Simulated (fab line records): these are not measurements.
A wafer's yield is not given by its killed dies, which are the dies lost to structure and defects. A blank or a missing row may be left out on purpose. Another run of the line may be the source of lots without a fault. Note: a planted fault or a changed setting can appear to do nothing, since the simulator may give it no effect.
fab line records + flow gf180mcu
[record]
- lots = 13
- wafers = 39
- last_day = 33
route steps=602 shown MVSD@74 M2@377 V2@396
lots untouched by any fault: they come from a run of this same line in which no faults occurred
start_h: hours from the record's opening day to when the first of the lot's shown wafers began + wait_h: hours elapsed since this lot's preceding step + " the same as in the row above + L1.1+2: several wafers, shown together as one row + - no value present, or no start provided + * or withheld: withheld + < > ~ a bound
route shown NAME@n: a module of which the file shows steps, and the number in the route of the first + usual: mean/standard deviation of fault-free wafers + same: alike in all rows + chamber/n: place in a boat + sites: the reading at each site + _std_site: standard deviation across them + _edge_site: inner sites' mean taken away from outer sites' mean + radius_mm: how far each site lies from the wafer's centre + mask NAME#n: copy n + behind: tool/chamber where the wafer was last shaped + hold: why the lot was held/for how many hours/how that ended + device: transistor that didn't switch, given as n, p or np + end of line: tests of these same wafers at the route's end + step lacking rows: just its recipe + killed: the dies lost at the first sort to structure and to defects; this is not the yield of the wafer + map: a wafer's dies, marking killed ones x, the rest . and places with no die _
set.NAME: setting as actually run; set.NAME@STEP: the setting as run at that earlier step + model.NAME: the simulator's own value behind a step, which no gauge read
steps of the route over a sample of lots; a table a step, a row a wafer
services: from which hour (start_h, from the record's first day; less than 0 if before it) a tool's chamber was out of use, for how many hours, and why
[[steps]]
[step GF_MVSD_IMPLANT_08]
[recipe]
- species = P
- energy_kev = 400
- dose_cm2 = 1.6e+13
- tilt_deg = 0
[usual]
- dose_ions_cm2 = 1.6002e+13/1.7e+10
- faraday_current_uA = 90.3/1.8
| lot.wafer | tool         | chamber | start_h | wait_h | dose_ions_cm2 | faraday_current_uA |
|-----------|--------------|---------|---------|--------|---------------|--------------------|
| L406.1    | implanter-03 | 0       | 84.49   | 0.0    | 1.6009e+13    | 87.2               |
| L406.4    | "            | 0       | "       | "      | 1.6001e+13    | 88.4               |
| L406.5    | "            | 0       | "       | "      | 1.6015e+13    | 90.8               |
| L407.1    | implanter-03 | 0       | 87.77   | 0.0    | 1.5981e+13    | 89.9               |
| L407.5    | "            | 0       | "       | "      | 1.5985e+13    | 89.3               |
| L407.6    | "            | 0       | "       | "      | 1.5983e+13    | 91.6               |
| L408.3    | implanter-01 | 0       | 92.87   | 0.1    | 1.6008e+13    | 90.0               |
| L408.4    | "            | 0       | "       | "      | 1.6004e+13    | 89.2               |
| L408.6    | "            | 0       | "       | "      | 1.6004e+13    | 90.0               |
| L409.1    | implanter-04 | 0       | 99.09   | 0.0    | 1.5982e+13    | 89.3               |
| L409.5    | "            | 0       | "       | "      | 1.6017e+13    | 90.2               |
| L409.6    | "            | 0       | "       | "      | 1.5982e+13    | 91.4               |
| L410.2    | implanter-01 | 0       | 104.29  | 0.0    | 1.6042e+13    | 87.9               |
| L410.4    | "            | 0       | "       | "      | 1.6012e+13    | 90.5               |
| L410.5    | "            | 0       | "       | "      | 1.6015e+13    | 90.8               |
| L411.1    | implanter-03 | 0       | 112.32  | 0.0    | 1.6005e+13    | 87.7               |
| L411.4    | "            | 0       | "       | "      | 1.5997e+13    | 91.1               |
| L411.6    | "            | 0       | "       | "      | 1.599e+13     | 92.9               |
| L412.3    | implanter-03 | 0       | 117.74  | 0.1    | 1.5991e+13    | 90.7               |
| L412.4    | "            | 0       | "       | "      | 1.5985e+13    | 85.6               |
| L412.5    | "            | 0       | "       | "      | 1.5988e+13    | 88.9               |
| L413.1    | implanter-03 | 0       | 123.34  | 0.0    | 1.5996e+13    | 91.2               |
| L413.2    | "            | 0       | "       | "      | 1.5993e+13    | 89.0               |
| L413.6    | "            | 0       | "       | "      | 1.6031e+13    | 87.9               |
| L420.3    | implanter-01 | 0       | 164.07  | 0.1    | 1.5968e+13    | 90.5               |
| L420.4    | "            | 0       | "       | "      | 1.5962e+13    | 89.9               |
| L420.6    | "            | 0       | "       | "      | 1.5997e+13    | 92.2               |
| L421.1    | implanter-01 | 0       | 172.33  | 0.0    | 1.5995e+13    | 91.7               |
| L421.3    | "            | 0       | "       | "      | 1.6014e+13    | 86.7               |
| L421.5    | "            | 0       | "       | "      | 1.5988e+13    | 87.1               |
| L422.1    | implanter-01 | 0       | 175.58  | 0.0    | 2.0846e+13    | 120.6              |
| L422.3    | "            | 0       | "       | "      | 2.0816e+13    | 117.6              |
| L422.6    | "            | 0       | "       | "      | 2.0837e+13    | 112.7              |
| L423.3    | implanter-01 | 0       | 183.17  | 0.1    | 2.0823e+13    | 116.3              |
| L423.4    | "            | 0       | "       | "      | 2.082e+13     | 115.3              |
| L423.5    | "            | 0       | "       | "      | 2.0848e+13    | 119.9              |
| L425.2    | implanter-03 | 0       | 193.19  | 0.0    | 1.6029e+13    | 90.5               |
| L425.4    | "            | 0       | "       | "      | 1.6004e+13    | 92.0               |
| L425.5    | "            | 0       | "       | "      | 1.5996e+13    | 90.6               |
[step GF_MVSD_TW_MEAS_11]
[usual]
- MVSD_TW = 1570/14
| lot.wafer | tool          | chamber | start_h | wait_h | MVSD_TW |
|-----------|---------------|---------|---------|--------|---------|
| L406.1    | film_metro-01 | -       | 84.89   | 0.1    | 1582    |
| L406.4    | "             | -       | "       | "      | 1577    |
| L406.5    | "             | -       | "       | "      | 1583    |
| L407.1    | film_metro-01 | -       | 88.17   | 0.1    | 1576    |
| L407.5    | "             | -       | "       | "      | 1587    |
| L407.6    | "             | -       | "       | "      | 1584    |
| L408.3    | film_metro-04 | -       | 93.24   | 0.1    | 1573    |
| L408.4    | "             | -       | "       | "      | 1570    |
| L408.6    | "             | -       | "       | "      | 1583    |
| L409.1    | film_metro-04 | -       | 99.49   | 0.1    | 1573    |
| L409.5    | "             | -       | "       | "      | 1565    |
| L409.6    | "             | -       | "       | "      | 1572    |
| L410.2    | film_metro-02 | -       | 104.68  | 0.1    | 1557    |
| L410.4    | "             | -       | "       | "      | 1556    |
| L410.5    | "             | -       | "       | "      | 1558    |
| L411.1    | film_metro-01 | -       | 112.72  | 0.1    | 1562    |
| L411.4    | "             | -       | "       | "      | 1559    |
| L411.6    | "             | -       | "       | "      | 1557    |
| L412.3    | film_metro-01 | -       | 118.13  | 0.1    | 1565    |
| L412.4    | "             | -       | "       | "      | 1563    |
| L412.5    | "             | -       | "       | "      | 1566    |
| L413.1    | film_metro-01 | -       | 123.74  | 0.1    | 1597    |
| L413.2    | "             | -       | "       | "      | 1593    |
| L413.6    | "             | -       | "       | "      | 1601    |
| L420.3    | film_metro-02 | -       | 164.44  | 0.1    | 1567    |
| L420.4    | "             | -       | "       | "      | 1549    |
| L420.6    | "             | -       | "       | "      | 1552    |
| L421.1    | film_metro-04 | -       | 172.73  | 0.1    | 1564    |
| L421.3    | "             | -       | "       | "      | 1571    |
| L421.5    | "             | -       | "       | "      | 1571    |
| L422.1    | film_metro-04 | -       | 175.98  | 0.1    | 1672    |
| L422.3    | "             | -       | "       | "      | 1684    |
| L422.6    | "             | -       | "       | "      | 1686    |
| L423.3    | film_metro-02 | -       | 183.54  | 0.1    | 1672    |
| L423.4    | "             | -       | "       | "      | 1678    |
| L423.5    | "             | -       | "       | "      | 1669    |
| L425.2    | film_metro-02 | -       | 193.58  | 0.1    | 1552    |
| L425.4    | "             | -       | "       | "      | 1555    |
| L425.5    | "             | -       | "       | "      | 1555    |
[step GF_VT_IMPLANT_RS_MEAS_46]
[recipe]
- thk_meas_gauge = four-point-probe
[usual]
- MVSD_RS = 456.7/1.1
| lot.wafer | tool          | chamber | start_h | wait_h | MVSD_RS[ohm/sq] |
|-----------|---------------|---------|---------|--------|-----------------|
| L406.1    | film_metro-04 | -       | 160.70  | 0.1    | 458.4           |
| L406.4    | "             | -       | "       | "      | 456.5           |
| L406.5    | "             | -       | "       | "      | 456.5           |
| L407.1    | film_metro-02 | -       | 165.15  | 0.1    | 458.9           |
| L407.5    | "             | -       | "       | "      | 457.3           |
| L407.6    | "             | -       | "       | "      | 458.2           |
| L408.3    | film_metro-02 | -       | 169.72  | 0.1    | 456.0           |
| L408.4    | "             | -       | "       | "      | 456.9           |
| L408.6    | "             | -       | "       | "      | 457.5           |
| L409.1    | film_metro-04 | -       | 177.68  | 0.1    | 454.6           |
| L409.5    | "             | -       | "       | "      | 455.0           |
| L409.6    | "             | -       | "       | "      | 455.2           |
| L410.2    | film_metro-01 | -       | 184.12  | 0.1    | 457.0           |
| L410.4    | "             | -       | "       | "      | 456.9           |
| L410.5    | "             | -       | "       | "      | 456.5           |
| L411.1    | film_metro-01 | -       | 192.73  | 0.1    | 458.1           |
| L411.4    | "             | -       | "       | "      | 456.9           |
| L411.6    | "             | -       | "       | "      | 456.5           |
| L412.3    | film_metro-02 | -       | 200.09  | 0.1    | 458.1           |
| L412.4    | "             | -       | "       | "      | 457.4           |
| L412.5    | "             | -       | "       | "      | 456.9           |
| L413.1    | film_metro-02 | -       | 204.52  | 0.1    | 456.8           |
| L413.2    | "             | -       | "       | "      | 458.5           |
| L413.6    | "             | -       | "       | "      | 459.9           |
| L420.3    | film_metro-02 | -       | 251.19  | 0.1    | 457.0           |
| L420.4    | "             | -       | "       | "      | 456.6           |
| L420.6    | "             | -       | "       | "      | 456.6           |
| L421.1    | film_metro-02 | -       | 262.18  | 0.1    | 457.4           |
| L421.3    | "             | -       | "       | "      | 457.1           |
| L421.5    | "             | -       | "       | "      | 457.2           |
| L422.1    | film_metro-02 | -       | 263.53  | 0.1    | 400.3           |
| L422.3    | "             | -       | "       | "      | 400.7           |
| L422.6    | "             | -       | "       | "      | 401.4           |
| L423.3    | film_metro-02 | -       | 273.76  | 0.1    | 399.7           |
| L423.4    | "             | -       | "       | "      | 400.0           |
| L423.5    | "             | -       | "       | "      | 400.7           |
| L425.2    | film_metro-01 | -       | 284.10  | 0.1    | 455.8           |
| L425.4    | "             | -       | "       | "      | 455.0           |
| L425.5    | "             | -       | "       | "      | 456.6           |
[step GF_M2_OVL_MEAS_15]
[usual]
- M2_OVL = -1/5.6
| lot.wafer | tool       | chamber | start_h | wait_h | M2_OVL[nm] |
|-----------|------------|---------|---------|--------|------------|
| L406.1    | overlay-01 | -       | 445.21  | 0.1    | -3         |
| L406.4    | "          | -       | "       | "      | 3          |
| L406.5    | "          | -       | "       | "      | -3         |
| L408.3    | overlay-02 | -       | 451.91  | 0.1    | 2          |
| L408.4    | "          | -       | "       | "      | 6          |
| L408.6    | "          | -       | "       | "      | -2         |
| L407.1    | overlay-02 | -       | 453.61  | 0.1    | -4         |
| L407.5    | "          | -       | "       | "      | -7         |
| L407.6    | "          | -       | "       | "      | -8         |
| L409.1    | overlay-02 | -       | 473.81  | 0.1    | 9          |
| L409.5    | "          | -       | "       | "      | 1          |
| L409.6    | "          | -       | "       | "      | -3         |
| L410.2    | overlay-01 | -       | 485.85  | 0.1    | -4         |
| L410.4    | "          | -       | "       | "      | 0          |
| L410.5    | "          | -       | "       | "      | -1         |
| L411.1    | overlay-01 | -       | 494.00  | 0.1    | 1          |
| L411.4    | "          | -       | "       | "      | -6         |
| L411.6    | "          | -       | "       | "      | 3          |
| L413.1    | overlay-02 | -       | 501.35  | 0.1    | -8         |
| L413.2    | "          | -       | "       | "      | 3          |
| L413.6    | "          | -       | "       | "      | 5          |
| L412.3    | overlay-01 | -       | 507.21  | 0.1    | 0          |
| L412.4    | "          | -       | "       | "      | 8          |
| L412.5    | "          | -       | "       | "      | -4         |
| L420.3    | overlay-02 | -       | 557.32  | 0.1    | -8         |
| L420.4    | "          | -       | "       | "      | -16        |
| L420.6    | "          | -       | "       | "      | -10        |
| L421.1    | overlay-02 | -       | 570.19  | 0.1    | 8          |
| L421.3    | "          | -       | "       | "      | 7          |
| L421.5    | "          | -       | "       | "      | 6          |
| L422.1    | overlay-01 | -       | 576.65  | 0.1    | 2          |
| L422.3    | "          | -       | "       | "      | 5          |
| L422.6    | "          | -       | "       | "      | 4          |
| L423.3    | overlay-02 | -       | 587.66  | 0.1    | -2         |
| L423.4    | "          | -       | "       | "      | 1          |
| L423.5    | "          | -       | "       | "      | -13        |
| L425.2    | overlay-02 | -       | 594.55  | 0.1    | -7         |
| L425.4    | "          | -       | "       | "      | -7         |
| L425.5    | "          | -       | "       | "      | -12        |
[step GF_V2_CD_MEAS_14]
[recipe]
- target_cd_nm = 260
[usual]
- cd_nm = 260.0/1.2
| lot.wafer | tool      | chamber | start_h | wait_h | cd_nm |
|-----------|-----------|---------|---------|--------|-------|
| L406.1    | cd_sem-01 | -       | 470.80  | 0.1    | 258.6 |
| L406.4    | "         | -       | "       | "      | 259.6 |
| L406.5    | "         | -       | "       | "      | 259.9 |
| L408.3    | cd_sem-02 | -       | 477.98  | 0.1    | 260.8 |
| L408.4    | "         | -       | "       | "      | 261.0 |
| L408.6    | "         | -       | "       | "      | 260.6 |
| L407.1    | cd_sem-02 | -       | 479.10  | 0.1    | 261.1 |
| L407.5    | "         | -       | "       | "      | 260.0 |
| L407.6    | "         | -       | "       | "      | 260.6 |
| L409.1    | cd_sem-01 | -       | 499.59  | 0.1    | 260.3 |
| L409.5    | "         | -       | "       | "      | 260.3 |
| L409.6    | "         | -       | "       | "      | 259.7 |
| L410.2    | cd_sem-02 | -       | 510.82  | 0.1    | 259.4 |
| L410.4    | "         | -       | "       | "      | 261.7 |
| L410.5    | "         | -       | "       | "      | 261.4 |
| L411.1    | cd_sem-01 | -       | 519.27  | 0.2    | 261.4 |
| L411.4    | "         | -       | "       | "      | 261.4 |
| L411.6    | "         | -       | "       | "      | 261.7 |
| L413.1    | cd_sem-01 | -       | 525.83  | 0.1    | 259.5 |
| L413.2    | "         | -       | "       | "      | 259.4 |
| L413.6    | "         | -       | "       | "      | 260.2 |
| L412.3    | cd_sem-02 | -       | 532.12  | 0.1    | 260.3 |
| L412.4    | "         | -       | "       | "      | 260.7 |
| L412.5    | "         | -       | "       | "      | 259.6 |
| L420.3    | cd_sem-01 | -       | 580.83  | 0.1    | 261.8 |
| L420.4    | "         | -       | "       | "      | 262.2 |
| L420.6    | "         | -       | "       | "      | 262.6 |
| L421.1    | cd_sem-01 | -       | 591.69  | 0.1    | 261.7 |
| L421.3    | "         | -       | "       | "      | 261.6 |
| L421.5    | "         | -       | "       | "      | 261.2 |
| L422.1    | cd_sem-02 | -       | 599.59  | 0.1    | 261.0 |
| L422.3    | "         | -       | "       | "      | 261.9 |
| L422.6    | "         | -       | "       | "      | 260.8 |
| L423.3    | cd_sem-02 | -       | 610.62  | 0.1    | 258.2 |
| L423.4    | "         | -       | "       | "      | 259.1 |
| L423.5    | "         | -       | "       | "      | 258.7 |
| L425.2    | cd_sem-01 | -       | 616.91  | 0.1    | 260.4 |
| L425.4    | "         | -       | "       | "      | 261.0 |
| L425.5    | "         | -       | "       | "      | 260.8 |
[step GF_V2_OVL_MEAS_15]
[usual]
- V2_OVL = -2/5.8
| lot.wafer | tool       | chamber | start_h | wait_h | V2_OVL[nm] |
|-----------|------------|---------|---------|--------|------------|
| L406.1    | overlay-02 | -       | 470.92  | 0.1    | -2         |
| L406.4    | "          | -       | "       | "      | 5          |
| L406.5    | "          | -       | "       | "      | 6          |
| L408.3    | overlay-02 | -       | 478.08  | 0.1    | -6         |
| L408.4    | "          | -       | "       | "      | -2         |
| L408.6    | "          | -       | "       | "      | -7         |
| L407.1    | overlay-01 | -       | 479.22  | 0.1    | -9         |
| L407.5    | "          | -       | "       | "      | -12        |
| L407.6    | "          | -       | "       | "      | -11        |
| L409.1    | overlay-01 | -       | 499.71  | 0.1    | 4          |
| L409.5    | "          | -       | "       | "      | 2          |
| L409.6    | "          | -       | "       | "      | 0          |
| L410.2    | overlay-02 | -       | 510.92  | 0.1    | 2          |
| L410.4    | "          | -       | "       | "      | 0          |
| L410.5    | "          | -       | "       | "      | 1          |
| L411.1    | overlay-01 | -       | 519.39  | 0.1    | 2          |
| L411.4    | "          | -       | "       | "      | 1          |
| L411.6    | "          | -       | "       | "      | 3          |
| L413.1    | overlay-02 | -       | 525.95  | 0.1    | -14        |
| L413.2    | "          | -       | "       | "      | -8         |
| L413.6    | "          | -       | "       | "      | -13        |
| L412.3    | overlay-01 | -       | 532.21  | 0.1    | -3         |
| L412.4    | "          | -       | "       | "      | -5         |
| L412.5    | "          | -       | "       | "      | -3         |
| L420.3    | overlay-01 | -       | 580.92  | 0.1    | 7          |
| L420.4    | "          | -       | "       | "      | 10         |
| L420.6    | "          | -       | "       | "      | 8          |
| L421.1    | overlay-02 | -       | 591.81  | 0.1    | -2         |
| L421.3    | "          | -       | "       | "      | -7         |
| L421.5    | "          | -       | "       | "      | 4          |
| L422.1    | overlay-01 | -       | 599.71  | 0.1    | -6         |
| L422.3    | "          | -       | "       | "      | -9         |
| L422.6    | "          | -       | "       | "      | -11        |
| L423.3    | overlay-02 | -       | 610.74  | 0.1    | 0          |
| L423.4    | "          | -       | "       | "      | 0          |
| L423.5    | "          | -       | "       | "      | -5         |
| L425.2    | overlay-02 | -       | 617.02  | 0.1    | 8          |
| L425.4    | "          | -       | "       | "      | 7          |
| L425.5    | "          | -       | "       | "      | 4          |
[[services]]
| tool         | chamber | start_h | hours | kind   |
|--------------|---------|---------|-------|--------|
| implanter-04 | -       | 60.78   | 3.0   | repair |
| implanter-04 | -       | 88.83   | 6.4   | pm     |
| implanter-01 | -       | 114.49  | 1.8   | pm     |
| implanter-04 | -       | 119.11  | 97.0  | pm     |
| implanter-03 | -       | 119.66  | 0.8   | repair |
| implanter-01 | -       | 134.49  | 1.4   | repair |
| implanter-01 | -       | 177.49  | 4.8   | repair |
[[key]]
[first_sign]
- step = GF_MVSD_IMPLANT_08
- reading = dose_ions_cm2
- direction = up
- sigmas = 99+
- usual = 1.6002e+13
- struck = 2.0831e+13
[effect]
- step = GF_MVSD_IMPLANT_08
- reading = faraday_current_uA
- direction = up
- sigmas = 15
- usual = 90.3
- struck = 117.1
[effect]
- step = GF_MVSD_TW_MEAS_11
- reading = MVSD_TW
- direction = up
- sigmas = 7.9
- usual = 1570
- struck = 1677
[effect]
- step = GF_VT_IMPLANT_RS_MEAS_46
- reading = MVSD_RS
- direction = down
- sigmas = 53
- usual = 456.7
- struck = 400.4
met_at GF_MVSD_IMPLANT_08
struck_lots L422,L423
tester_left_out L422,L423
not_acting_at GF_M2_OVL_MEAS_15,GF_V2_CD_MEAS_14,GF_V2_OVL_MEAS_15
onset_between 172.33 175.58
[fault]
- kind = process_parameter_drift
- tool = implanter-01
- chamber = -
- onset_h = 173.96
- steps = GF_MVSD_IMPLANT_08
- channel = dose_cm2
- offset = 4.8375e+12
- shape = step
- end_h = 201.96
- acts_in = these_recipes_only
- stated = 1.6e+13
// tester_left_out: of these lots the tester's yield and bins aren't shown, on N5 and GAA mostly nor the transistor test; their killed dies are dies lost to structure and defects alone, not to doping, threshold or leakage, so they don't give the yield
